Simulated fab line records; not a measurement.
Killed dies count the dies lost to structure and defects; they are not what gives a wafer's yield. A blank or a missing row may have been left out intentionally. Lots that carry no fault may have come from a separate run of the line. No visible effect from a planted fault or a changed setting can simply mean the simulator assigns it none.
fab line records + flow sky130
[record]
- lots = 6
- wafers = 18
- lastDay = 50
route steps=708 shown LDD_HVN@274 LDD_HVP@278 LDD_LDN@289 PAD_OPEN@708
lots that met no fault: taken from a fault-free run of the same line
startH: the number of hours between the record's first day and the start of the first shown wafer of the lot + waitH: hours from the lot's prior step to this one + " unchanged from the row above + L1.1+2: several wafers, shown together as one row + - no value, or no start was given + * or withheld: withheld + < > ~ a bound
route shown NAME@n: a module of which the file shows steps, and the number in the route of the first + usual: mean/standard deviation taken from wafers without a fault + same: alike in all rows + chamber/n: place in a boat + sites: per-site readings + _std_site: the values' standard deviation + _edge_site: inner sites' mean taken away from outer sites' mean + radiusMm: for every site, how far away it sits from the centre of the wafer + mask NAME#n: copy n + behind: tool/chamber where the wafer was last shaped + hold: the reason the lot was held/the length of the hold in hours/how it ended + device: which transistor (n, p or np) failed to switch + end of line: tests run on the same wafers once the route is complete + step lacking rows: just its recipe + killed: the dies lost at the first sort to structure and to defects; this is not the yield of the wafer + map: shows each die of a wafer: x if killed, . if not, _ if none is there
set.NAME: the setting the step ran with; set.NAME@STEP: the setting that earlier step ran with + model.NAME: the simulator's own value behind a step, which no gauge read
lots at some steps of the route; a table a step, a row a wafer
services: when a tool's chamber went out of use (startH, in hours from the record's first day, below 0 if earlier), for how many hours, and the reason
[[steps]]
[step SKY_LDD_HVN_OVL_MEAS_07]
[usual]
- LDD_HVN_OVL = 1.0/1.3
| lot.wafer | tool       | chamber | startH | waitH | LDD_HVN_OVL[nm] |
|-----------|------------|---------|--------|-------|-----------------|
| L771.2    | overlay-02 | -       | 515.96 | 0.1   | -0.5            |
| L771.5    | "          | -       | "      | "     | 0.6             |
| L771.6    | "          | -       | "      | "     | 1.0             |
| L773.1    | overlay-02 | -       | 532.20 | 0.1   | -0.3            |
| L773.3    | "          | -       | "      | "     | -0.2            |
| L773.6    | "          | -       | "      | "     | 1.3             |
| L779.3    | overlay-02 | -       | 589.36 | 0.1   | -0.7            |
| L779.5    | "          | -       | "      | "     | 0.0             |
| L779.6    | "          | -       | "      | "     | 0.4             |
| L780.1    | overlay-01 | -       | 590.00 | 0.1   | 2.0             |
| L780.4    | "          | -       | "      | "     | 3.5             |
| L780.6    | "          | -       | "      | "     | 2.8             |
| L781.2    | overlay-02 | -       | 594.21 | 0.1   | -0.7            |
| L781.4    | "          | -       | "      | "     | 1.2             |
| L781.5    | "          | -       | "      | "     | 1.5             |
| L789.1    | overlay-01 | -       | 659.75 | 0.1   | -0.2            |
| L789.3    | "          | -       | "      | "     | -0.9            |
| L789.4    | "          | -       | "      | "     | -0.5            |
[step SKY_LDD_HVN_IMPLANT_08]
[recipe]
- species = P
- energyKev = 60
- doseCm2 = 3e+13
- tiltDeg = 40
[step SKY_LDD_HVN_STRIP_09]
[recipe]
- chemistry = O2/N2
- powerW = 1400
- pressureMtorr = 1500
- platenTempC = withheld
- o2FlowSccm = 3000
- n2FlowSccm = 300
- overashFraction = 0.5
[usual]
- drypumpMotorCurrentA = 6.2/0.34
- oesProductAu = 0.408/0.0044
- stripTimeToEndpointS = 4.138/0.013
[same]
- overashFraction = 0.5
| lot.wafer | tool           | chamber | startH | waitH | drypumpMotorCurrentA | oesProductAu | rfHoursCounterH | stripTimeToEndpointS |
|-----------|----------------|---------|--------|-------|----------------------|--------------|-----------------|----------------------|
| L771.2    | plasmaAsher-04 | 0       | 516.14 | 0.1   | 6.8                  | 0.414        | 9               | 4.149                |
| L771.5    | "              | 1       | "      | "     | 5.8                  | 0.409        | -               | 4.133                |
| L771.6    | "              | 0       | "      | "     | 6.8                  | 0.406        | -               | 4.127                |
| L773.1    | plasmaAsher-04 | 0       | 532.39 | 0.1   | 6.8                  | 0.405        | 10              | 4.130                |
| L773.3    | "              | 1       | "      | "     | 5.8                  | 0.418        | -               | 4.152                |
| L773.6    | "              | 1       | "      | "     | 5.8                  | 0.413        | -               | 4.159                |
| L779.3    | plasmaAsher-03 | 0       | 589.57 | 0.1   | 6.1                  | 0.405        | -               | 4.145                |
| L779.5    | "              | 0       | "      | "     | 6.1                  | 0.400        | -               | 4.138                |
| L779.6    | "              | 1       | "      | "     | 6.0                  | 0.401        | -               | 4.161                |
| L780.1    | plasmaAsher-04 | 1       | 590.19 | 0.1   | 5.9                  | 0.408        | 16              | 4.137                |
| L780.4    | "              | 0       | "      | "     | 6.8                  | 0.400        | -               | 4.128                |
| L780.6    | "              | 1       | "      | "     | 5.8                  | 0.402        | -               | 4.113                |
| L781.2    | plasmaAsher-04 | 0       | 594.39 | 0.1   | 6.8                  | 0.409        | 17              | 4.130                |
| L781.4    | "              | 1       | "      | "     | 5.8                  | 0.410        | -               | 4.139                |
| L781.5    | "              | 1       | "      | "     | 5.8                  | 0.411        | -               | 4.134                |
| L789.1    | plasmaAsher-02 | 0       | 659.94 | 0.1   | 6.3                  | 0.411        | 82              | 4.156                |
| L789.3    | "              | 0       | "      | "     | 6.3                  | 0.403        | -               | 4.149                |
| L789.4    | "              | 1       | "      | "     | 6.0                  | 0.404        | -               | 4.141                |
[step SKY_LDD_HVN_TW_MEAS_10]
[usual]
- LDD_HVN_TW = 1440/7.8
| lot.wafer | tool         | chamber | startH | waitH | LDD_HVN_TW |
|-----------|--------------|---------|--------|-------|------------|
| L771.2    | filmMetro-04 | -       | 516.25 | 0.1   | 1450       |
| L771.5    | "            | -       | "      | "     | 1437       |
| L771.6    | "            | -       | "      | "     | 1442       |
| L773.1    | filmMetro-01 | -       | 532.49 | 0.1   | 1452       |
| L773.3    | "            | -       | "      | "     | 1444       |
| L773.6    | "            | -       | "      | "     | 1441       |
| L779.3    | filmMetro-04 | -       | 589.66 | 0.1   | 1436       |
| L779.5    | "            | -       | "      | "     | 1440       |
| L779.6    | "            | -       | "      | "     | 1437       |
| L780.1    | filmMetro-01 | -       | 590.29 | 0.1   | 1433       |
| L780.4    | "            | -       | "      | "     | 1433       |
| L780.6    | "            | -       | "      | "     | 1443       |
| L781.2    | filmMetro-01 | -       | 594.50 | 0.1   | 1424       |
| L781.4    | "            | -       | "      | "     | 1441       |
| L781.5    | "            | -       | "      | "     | 1436       |
| L789.1    | filmMetro-01 | -       | 660.04 | 0.1   | 1447       |
| L789.3    | "            | -       | "      | "     | 1445       |
| L789.4    | "            | -       | "      | "     | 1437       |
[step SKY_LDD_HVP_DEHYDRATE_00]
[recipe]
- tempC = 200
- timeS = 60
[step SKY_LDD_HVP_HMDS_01]
[recipe]
- primeTimeS = 60
- primeTempC = 120
[step SKY_LDD_HVP_COAT_02]
[recipe]
- resist = NOVOLAK
- spinRpm = 3000
- resistThkNm = 300
[step SKY_LDD_HVP_SOFTBAKE_03]
[recipe]
- tempC = 90
- timeS = 60
- resist = NOVOLAK
[step SKY_LDD_HVP_EXPOSE_04]
[recipe]
- maskId = HVPTM
- na = 0.6
- sourceShape = conventional
- sigmaOuter = 0.6
- polarization = unpolarized
- targetCdNm = 700
- doseMj = 86
[step SKY_LDD_HVP_PEB_05]
[recipe]
- tempC = withheld
- timeS = *
- resist = NOVOLAK
[step SKY_LDD_HVP_DEVELOP_06]
[recipe]
- resist = NOVOLAK
- developer = TMAH
- developTimeS = 60
- devTempC = 23
[step SKY_LDD_HVP_OVL_MEAS_07]
[usual]
- LDD_HVP_OVL = 1.0/1.4
| lot.wafer | tool       | chamber | startH | waitH | LDD_HVP_OVL[nm] |
|-----------|------------|---------|--------|-------|-----------------|
| L771.2    | overlay-02 | -       | 546.01 | 0.1   | 1.6             |
| L771.5    | "          | -       | "      | "     | 2.7             |
| L771.6    | "          | -       | "      | "     | 1.5             |
| L773.1    | overlay-01 | -       | 561.96 | 0.1   | -0.9            |
| L773.3    | "          | -       | "      | "     | 0.2             |
| L773.6    | "          | -       | "      | "     | -0.8            |
| L779.3    | overlay-01 | -       | 618.66 | 0.1   | -0.9            |
| L779.5    | "          | -       | "      | "     | 1.0             |
| L779.6    | "          | -       | "      | "     | 1.2             |
| L780.1    | overlay-02 | -       | 618.75 | 0.1   | 0.3             |
| L780.4    | "          | -       | "      | "     | 0.0             |
| L780.6    | "          | -       | "      | "     | 1.2             |
| L781.2    | overlay-01 | -       | 622.51 | 0.1   | -1.5            |
| L781.4    | "          | -       | "      | "     | -1.1            |
| L781.5    | "          | -       | "      | "     | -2.3            |
| L789.1    | overlay-02 | -       | 688.80 | 0.1   | 3.4             |
| L789.3    | "          | -       | "      | "     | 1.3             |
| L789.4    | "          | -       | "      | "     | 2.8             |
[step SKY_LDD_HVP_IMPLANT_08]
[recipe]
- species = B
- energyKev = 20
- doseCm2 = 1.7e+13
- tiltDeg = 17.9
[usual]
- beamEnergyKeV = 20.000/0.0065
- doseIonsCm2 = 1.7002e+13/1.7e+10
- faradayCurrentUA = 96.0/2
| lot.wafer | tool         | chamber | startH | waitH | beamEnergyKeV | doseIonsCm2 | faradayCurrentUA |
|-----------|--------------|---------|--------|-------|---------------|-------------|------------------|
| L771.2    | implanter-01 | 0       | 546.06 | 0.0   | 20.002        | 1.7018e+13  | 95.2             |
| L771.5    | "            | 0       | "      | "     | 20.007        | 1.6998e+13  | 92.9             |
| L771.6    | "            | 0       | "      | "     | 20.002        | 1.7003e+13  | 93.3             |
| L773.1    | implanter-04 | 0       | 561.99 | 0.0   | 19.999        | 1.6978e+13  | 90.7             |
| L773.3    | "            | 0       | "      | "     | 20.000        | 1.6977e+13  | 94.3             |
| L773.6    | "            | 0       | "      | "     | 20.000        | 1.699e+13   | 98.1             |
| L779.3    | implanter-04 | 0       | 618.85 | 0.2   | 20.003        | 1.497e+13   | 81.3             |
| L779.5    | "            | 0       | "      | "     | 19.993        | 1.4975e+13  | 87.5             |
| L779.6    | "            | 0       | "      | "     | 20.001        | 1.4969e+13  | 81.4             |
| L780.1    | implanter-04 | 0       | 618.95 | 0.2   | 20.001        | 1.494e+13   | 81.2             |
| L780.4    | "            | 0       | "      | "     | 19.998        | 1.4941e+13  | 85.4             |
| L780.6    | "            | 0       | "      | "     | 19.998        | 1.4938e+13  | 83.8             |
| L781.2    | implanter-02 | 0       | 622.57 | 0.0   | 19.996        | 1.7011e+13  | 97.7             |
| L781.4    | "            | 0       | "      | "     | 19.999        | 1.7012e+13  | 98.2             |
| L781.5    | "            | 0       | "      | "     | 19.992        | 1.7017e+13  | 96.9             |
| L789.1    | implanter-04 | 0       | 688.84 | 0.0   | 20.008        | 1.7031e+13  | 100.4            |
| L789.3    | "            | 0       | "      | "     | 19.993        | 1.7022e+13  | 94.2             |
| L789.4    | "            | 0       | "      | "     | 20.009        | 1.7029e+13  | 96.2             |
[step SKY_LDD_HVP_STRIP_09]
[recipe]
- chemistry = O2/N2
- powerW = 1400
- pressureMtorr = 1500
- platenTempC = withheld
- o2FlowSccm = 3000
- n2FlowSccm = 300
- overashFraction = 0.5
[usual]
- drypumpMotorCurrentA = 6.0/0.61
- oesProductAu = 0.408/0.0045
- stripTimeToEndpointS = 4.134/0.013
[same]
- overashFraction = 0.5
| lot.wafer | tool           | chamber | startH | waitH | drypumpMotorCurrentA | oesProductAu | rfHoursCounterH | stripTimeToEndpointS |
|-----------|----------------|---------|--------|-------|----------------------|--------------|-----------------|----------------------|
| L771.2    | plasmaAsher-04 | 0       | 546.19 | 0.1   | 6.8                  | 0.414        | 12              | 4.149                |
| L771.5    | "              | 1       | "      | "     | 5.8                  | 0.409        | -               | 4.146                |
| L771.6    | "              | 0       | "      | "     | 6.8                  | 0.410        | -               | 4.145                |
| L773.1    | plasmaAsher-02 | 1       | 562.14 | 0.1   | 6.0                  | 0.421        | 71              | 4.136                |
| L773.3    | "              | 0       | "      | "     | 6.3                  | 0.409        | -               | 4.143                |
| L773.6    | "              | 0       | "      | "     | 6.3                  | 0.413        | -               | 4.130                |
| L779.3    | plasmaAsher-01 | 1       | 618.99 | 0.1   | 4.8                  | 0.411        | -               | 4.104                |
| L779.5    | "              | 1       | "      | "     | 4.8                  | 0.401        | -               | 4.123                |
| L779.6    | "              | 0       | "      | "     | 5.7                  | 0.402        | -               | 4.134                |
| L780.1    | plasmaAsher-04 | 1       | 619.10 | 0.1   | 5.8                  | 0.404        | 19              | 4.144                |
| L780.4    | "              | 1       | "      | "     | 5.8                  | 0.406        | -               | 4.115                |
| L780.6    | "              | 1       | "      | "     | 5.8                  | 0.412        | -               | 4.147                |
| L781.2    | plasmaAsher-01 | 0       | 622.69 | 0.1   | 5.7                  | 0.408        | 50              | 4.114                |
| L781.4    | "              | 0       | "      | "     | 5.7                  | 0.408        | -               | 4.144                |
| L781.5    | "              | 0       | "      | "     | 5.8                  | 0.413        | -               | 4.145                |
| L789.1    | plasmaAsher-02 | 1       | 688.99 | 0.1   | 6.0                  | 0.411        | 84              | 4.128                |
| L789.3    | "              | 0       | "      | "     | 6.3                  | 0.407        | -               | 4.125                |
| L789.4    | "              | 1       | "      | "     | 6.0                  | 0.410        | -               | 4.134                |
[step SKY_LDD_HVP_TW_MEAS_10]
[usual]
- LDD_HVP_TW = 457.1/2.3
| lot.wafer | tool         | chamber | startH | waitH | LDD_HVP_TW |
|-----------|--------------|---------|--------|-------|------------|
| L771.2    | filmMetro-03 | -       | 546.30 | 0.1   | 457.5      |
| L771.5    | "            | -       | "      | "     | 457.2      |
| L771.6    | "            | -       | "      | "     | 455.7      |
| L773.1    | filmMetro-01 | -       | 562.24 | 0.1   | 456.1      |
| L773.3    | "            | -       | "      | "     | 457.5      |
| L773.6    | "            | -       | "      | "     | 459.5      |
| L779.3    | filmMetro-03 | -       | 619.07 | 0.1   | 434.6      |
| L779.5    | "            | -       | "      | "     | 432.4      |
| L779.6    | "            | -       | "      | "     | 435.1      |
| L780.1    | filmMetro-01 | -       | 619.20 | 0.1   | 439.4      |
| L780.4    | "            | -       | "      | "     | 439.8      |
| L780.6    | "            | -       | "      | "     | 439.8      |
| L781.2    | filmMetro-01 | -       | 622.80 | 0.1   | 457.9      |
| L781.4    | "            | -       | "      | "     | 460.3      |
| L781.5    | "            | -       | "      | "     | 456.2      |
| L789.1    | filmMetro-01 | -       | 689.09 | 0.1   | 456.2      |
| L789.3    | "            | -       | "      | "     | 453.4      |
| L789.4    | "            | -       | "      | "     | 458.4      |
[step SKY_LDD_LDN_DEHYDRATE_00]
[recipe]
- tempC = 200
- timeS = 60
[step SKY_PAD_OPEN_PROBE_99]
[usual]
- killed_at_M0_to_M3 = 43/6.7
- killed_at_M4_up = 3.2/1.8
- killedAtContacts = 25/5.2
- killedAtFrontEnd = 15/4.4
- killedAtOther = 0.2/0.4
- killedDies = 87/9.3
- killedOpen = 48/7.1
- killedShort = 39/6
[same]
- grossDies = 492
- killedAtBackSide = 0
| lot.wafer | tool      | chamber | startH  | waitH | killed_at_M0_to_M3 | killed_at_M4_up | killedAtContacts | killedAtFrontEnd | killedAtOther | killedDies | killedOpen | killedShort | model.etest.tip_p_5v.rsOhmSq |
|-----------|-----------|---------|---------|-------|--------------------|-----------------|------------------|------------------|---------------|------------|------------|-------------|------------------------------|
| L771.2    | prober-02 | -       | 1119.04 | 0.1   | 44                 | 3               | 22               | 12               | 0             | 81         | 43         | 38          | 2854                         |
| L771.5    | prober-02 | -       | 1119.19 | 0.2   | 44                 | 3               | 21               | 11               | 0             | 79         | 38         | 41          | 2855                         |
| L771.6    | prober-02 | -       | 1119.24 | 0.2   | 38                 | 4               | 17               | 10               | 0             | 69         | 44         | 25          | 2827                         |
| L773.1    | prober-01 | -       | 1120.18 | 0.1   | 43                 | 4               | 20               | 12               | 0             | 79         | 52         | 27          | 2852                         |
| L773.3    | prober-01 | -       | 1120.28 | 0.2   | 44                 | 0               | 28               | 14               | 0             | 86         | 44         | 42          | 2850                         |
| L773.6    | prober-01 | -       | 1120.43 | 0.2   | 42                 | 2               | 21               | 23               | 0             | 88         | 43         | 45          | 2851                         |
| L779.3    | prober-01 | -       | 1158.55 | 0.2   | 48                 | 1               | 22               | 16               | 0             | 87         | 45         | 42          | 3112                         |
| L779.5    | prober-01 | -       | 1158.65 | 0.2   | 41                 | 4               | 31               | 16               | 0             | 92         | 51         | 41          | 3156                         |
| L779.6    | prober-01 | -       | 1158.70 | 0.2   | 43                 | 0               | 30               | 22               | 0             | 95         | 52         | 43          | 3161                         |
| L780.1    | prober-01 | -       | 1159.93 | 0.1   | 45                 | 4               | 18               | 10               | 0             | 77         | 45         | 32          | 3107                         |
| L780.4    | prober-01 | -       | 1160.08 | 0.2   | 33                 | 2               | 25               | 15               | 1             | 76         | 38         | 38          | 3120                         |
| L780.6    | prober-01 | -       | 1160.18 | 0.2   | 54                 | 2               | 24               | 24               | 1             | 105        | 55         | 50          | 3109                         |
| L781.2    | prober-02 | -       | 1161.72 | 0.1   | 59                 | 4               | 18               | 11               | 0             | 92         | 50         | 42          | 2890                         |
| L781.4    | prober-02 | -       | 1161.82 | 0.2   | 42                 | 1               | 15               | 17               | 0             | 75         | 40         | 35          | 2876                         |
| L781.5    | prober-02 | -       | 1161.87 | 0.2   | 45                 | 2               | 23               | 8                | 0             | 78         | 44         | 34          | 2889                         |
| L789.1    | prober-02 | -       | 1201.42 | 0.1   | 40                 | 5               | 27               | 11               | 0             | 83         | 48         | 35          | 2910                         |
| L789.3    | prober-02 | -       | 1201.52 | 0.2   | 52                 | 2               | 21               | 7                | 1             | 83         | 49         | 34          | 2889                         |
| L789.4    | prober-02 | -       | 1201.57 | 0.2   | 37                 | 2               | 25               | 11               | 0             | 75         | 36         | 39          | 2890                         |
// killed by level:class
L771.2 VIA3:geometricParticle:open=9 VIA1:geometricParticle:open=9 LI_CONTACT:geometricParticle:open=6 VIA2:geometricParticle:open=6 POLY_GATE:geometricParticle:short=5 CONTACT:geometricParticle:open=5 METAL2:geometricParticle:short=5 CONTACT:geometricParticle:short=4
L771.5 VIA1:geometricParticle:open=11 CONTACT:geometricParticle:open=10 METAL3:geometricParticle:short=9 VIA3:geometricParticle:short=5 CONTACT:geometricParticle:short=4 METAL2:geometricParticle:short=4 VIA2:geometricParticle:short=4 POLY_GATE:geometricParticle:open=3
L771.6 VIA1:geometricParticle:open=14 CONTACT:geometricParticle:open=6 VIA2:geometricParticle:open=6 VIA3:geometricParticle:open=5 LI_CONTACT:geometricParticle:open=4 CONTACT:geometricParticle:short=4 METAL1:geometricParticle:short=4 SPACER:geometricParticle:open=3
L773.1 VIA1:geometricParticle:open=12 VIA3:geometricParticle:open=7 CONTACT:geometricParticle:open=7 LI_CONTACT:geometricParticle:open=5 VIA2:geometricParticle:open=5 FIELD_ISO:geometricParticle:open=4 CONTACT:geometricParticle:short=4 VIA1:geometricParticle:short=4
L773.3 LI_CONTACT:geometricParticle:open=9 METAL1:geometricParticle:short=8 METAL2:geometricParticle:short=7 CONTACT:geometricParticle:short=7 CONTACT:geometricParticle:open=7 VIA3:geometricParticle:open=7 VIA2:geometricParticle:open=6 FIELD_ISO:geometricParticle:short=5
L773.6 FIELD_ISO:geometricParticle:open=10 VIA3:geometricParticle:short=10 VIA2:geometricParticle:open=7 CONTACT:geometricParticle:open=7 LI_CONTACT:geometricParticle:open=6 VIA2:geometricParticle:short=6 FIELD_ISO:geometricParticle:short=5 LOCAL_INTERCONNECT:geometricParticle:short=5
L779.3 VIA1:geometricParticle:open=12 FIELD_ISO:geometricParticle:short=8 LI_CONTACT:geometricParticle:open=8 VIA3:geometricParticle:open=6 VIA2:geometricParticle:open=6 METAL1:geometricParticle:short=6 VIA1:geometricParticle:short=6 LI_CONTACT:geometricParticle:short=4
L779.5 CONTACT:geometricParticle:open=14 VIA1:geometricParticle:open=9 CONTACT:geometricParticle:short=6 VIA3:geometricParticle:open=6 LI_CONTACT:geometricParticle:open=5 VIA1:geometricParticle:short=5 METAL2:geometricParticle:short=5 FIELD_ISO:geometricParticle:open=4
L779.6 VIA1:geometricParticle:open=13 LI_CONTACT:geometricParticle:open=8 FIELD_ISO:geometricParticle:short=7 FIELD_ISO:geometricParticle:open=6 LOCAL_INTERCONNECT:geometricParticle:short=6 CONTACT:geometricParticle:open=6 METAL2:geometricParticle:short=6 LI_CONTACT:geometricParticle:short=5
L780.1 VIA1:geometricParticle:open=8 METAL2:geometricParticle:short=8 VIA2:geometricParticle:open=7 CONTACT:geometricParticle:open=7 VIA3:geometricParticle:open=7 LI_CONTACT:geometricParticle:open=5 FIELD_ISO:geometricParticle:open=4 VIA1:geometricParticle:short=4
L780.4 CONTACT:geometricParticle:open=9 FIELD_ISO:geometricParticle:short=7 VIA2:geometricParticle:open=6 LI_CONTACT:geometricParticle:open=5 VIA1:geometricParticle:open=5 METAL2:geometricParticle:short=5 METAL1:geometricParticle:short=4 LI_CONTACT:geometricParticle:short=4
L780.6 FIELD_ISO:geometricParticle:open=10 METAL2:geometricParticle:short=10 VIA1:geometricParticle:open=10 CONTACT:geometricParticle:open=9 METAL1:geometricParticle:short=6 LI_CONTACT:geometricParticle:short=5 VIA2:geometricParticle:open=5 VIA3:geometricParticle:open=5
L781.2 METAL2:geometricParticle:short=11 VIA3:geometricParticle:open=10 VIA1:geometricParticle:open=10 CONTACT:geometricParticle:open=8 METAL1:geometricParticle:short=8 VIA2:geometricParticle:open=5 METAL3:geometricParticle:short=5 POLY_GATE:geometricParticle:open=4
L781.4 METAL1:geometricParticle:short=8 CONTACT:geometricParticle:open=7 VIA2:geometricParticle:short=5 POLY_GATE:geometricParticle:open=5 VIA2:geometricParticle:open=5 METAL3:geometricParticle:open=5 VIA1:geometricParticle:open=5 VIA1:geometricParticle:short=5
L781.5 VIA3:geometricParticle:open=10 LI_CONTACT:geometricParticle:open=8 VIA1:geometricParticle:open=8 METAL2:geometricParticle:short=8 VIA2:geometricParticle:open=7 CONTACT:geometricParticle:open=7 VIA3:geometricParticle:short=6 POLY_GATE:geometricParticle:short=5
L789.1 CONTACT:geometricParticle:open=10 VIA3:geometricParticle:open=7 METAL2:geometricParticle:short=7 LI_CONTACT:geometricParticle:open=6 VIA1:geometricParticle:short=6 CONTACT:geometricParticle:short=5 VIA2:geometricParticle:open=5 FIELD_ISO:geometricParticle:open=4
L789.3 VIA2:geometricParticle:open=11 VIA1:geometricParticle:open=9 LI_CONTACT:geometricParticle:open=8 CONTACT:geometricParticle:open=7 METAL2:geometricParticle:short=6 VIA3:geometricParticle:open=6 VIA1:geometricParticle:short=5 METAL1:geometricParticle:short=4
L789.4 LI_CONTACT:geometricParticle:open=9 METAL2:geometricParticle:short=7 CONTACT:geometricParticle:open=6 VIA1:geometricParticle:open=5 LOCAL_INTERCONNECT:geometricParticle:short=5 METAL1:geometricParticle:short=4 VIA3:geometricParticle:open=4 METAL3:geometricParticle:short=4
[[services]]
| tool           | chamber | startH | hours | kind   |
|----------------|---------|--------|-------|--------|
| plasmaAsher-02 | -       | 503.19 | 5.4   | repair |
| implanter-01   | -       | 540.34 | 5.5   | pm     |
| implanter-01   | -       | 551.15 | 106.0 | repair |
| implanter-04   | -       | 552.04 | 3.9   | repair |
| plasmaAsher-01 | -       | 596.70 | 0.6   | repair |
| plasmaAsher-03 | -       | 600.70 | 3.1   | repair |
| implanter-04   | -       | 603.66 | 3.4   | pm     |
| implanter-02   | -       | 616.72 | 3.9   | pm     |
| plasmaAsher-01 | -       | 623.35 | 2.8   | pm     |
| plasmaAsher-01 | -       | 626.14 | 0.9   | repair |
| implanter-02   | -       | 631.39 | 1.4   | repair |
| plasmaAsher-01 | -       | 642.90 | 2.5   | repair |
| plasmaAsher-03 | -       | 645.60 | 4.1   | pm     |
| plasmaAsher-02 | -       | 648.25 | 0.5   | repair |
| implanter-01   | -       | 657.15 | 3.9   | pm     |
| implanter-02   | -       | 658.15 | 3.5   | repair |
| plasmaAsher-04 | -       | 665.30 | 2.0   | repair |
| plasmaAsher-01 | -       | 680.19 | 1.2   | repair |
| implanter-01   | -       | 682.44 | 0.5   | repair |
[[key]]
[firstSign]
- step = SKY_LDD_HVP_IMPLANT_08
- reading = doseIonsCm2
- direction = down
- sigmas = 99+
- usual = *
- struck = *
[effect]
- step = SKY_LDD_HVP_IMPLANT_08
- reading = faradayCurrentUA
- direction = down
- sigmas = 6.2
- usual = 96.0
- struck = 83.4
[effect]
- step = SKY_LDD_HVP_TW_MEAS_10
- reading = LDD_HVP_TW
- direction = down
- sigmas = 8.8
- usual = 457.1
- struck = 436.9
[modelEffect]
- step = SKY_PAD_OPEN_PROBE_99
- value = etest.tip_p_5v.rsOhmSq
- without = 2847
- struck = 3128
metAt SKY_LDD_HVP_IMPLANT_08
struckWafers L779.3,L779.5,L779.6,L780.1,L780.4,L780.6
testerLeftOut L779,L780
[fault]
- kind = processParameterDrift
- tool = implanter-04
- chamber = -
- onsetH = 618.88
- steps = SKY_LDD_HVP_IMPLANT_08
- channel = doseCm2
- offset = *
- shape = step
- endH = 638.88
- actsIn = *
- stated = *
// testerLeftOut: of these lots the tester's yield and bins aren't shown, on N5 and GAA mostly nor the transistor test; their killed dies are dies lost to structure and defects alone, not to doping, threshold or leakage, so they don't give the yield
